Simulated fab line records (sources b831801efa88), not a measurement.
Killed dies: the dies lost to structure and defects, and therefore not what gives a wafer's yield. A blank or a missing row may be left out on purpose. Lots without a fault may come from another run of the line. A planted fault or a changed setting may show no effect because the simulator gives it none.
Chamber matching	flow gf180mcu	pecvd-04 running GF_CONTACT_CVD_02: 3 sister chambers
The step deposits SiO2 from TEOS, target thk 860 nm, time 95.992 s. 3 wafers are shown with their chamber, then 9 later ones without.

## WAFERS, EACH WITH ITS CHAMBER
wafer	chamber	heater power w (W)
L339.2	2	852
L339.4	1	523
L339.5	0	632

## WAFERS WHOSE CHAMBER IS MISSING
wafer	heater power w (W)
L341.1	626
L341.4	505
L341.5	869
L343.3	589
L343.4	634
L343.5	623
L344.1	841
L344.2	608
L344.3	638

## CHAMBER TAKEN BY EACH
wafer	from the rows above	in truth
L341.1	0	0
L341.4	1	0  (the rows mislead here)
L341.5	2	2
L343.3	can't be placed: 0 or 1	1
L343.4	0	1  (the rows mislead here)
L343.5	0	0
L344.1	2	2
L344.2	0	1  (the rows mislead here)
L344.3	0	0
5 of 9 placed correctly. From these rows, 1 cannot be placed; in 1 the true chamber is one of the candidates. Wrongly placed: 3.
How it was worked out, from the rows above alone: a wafer's distance from a chamber is the root of the sum, over the readings, of the square of ((its reading less the chamber's mean) divided by the reading's scatter). If the next closest chamber is less than 2 further off than the closest, the wafer can't be placed; otherwise it belongs to the closest. For every chamber, the mean is computed from those of its wafers that are shown. The scatter (one wafer shown for each chamber): square how far every hidden wafer sits from the nearest shown wafer, average those squares and take the square root.
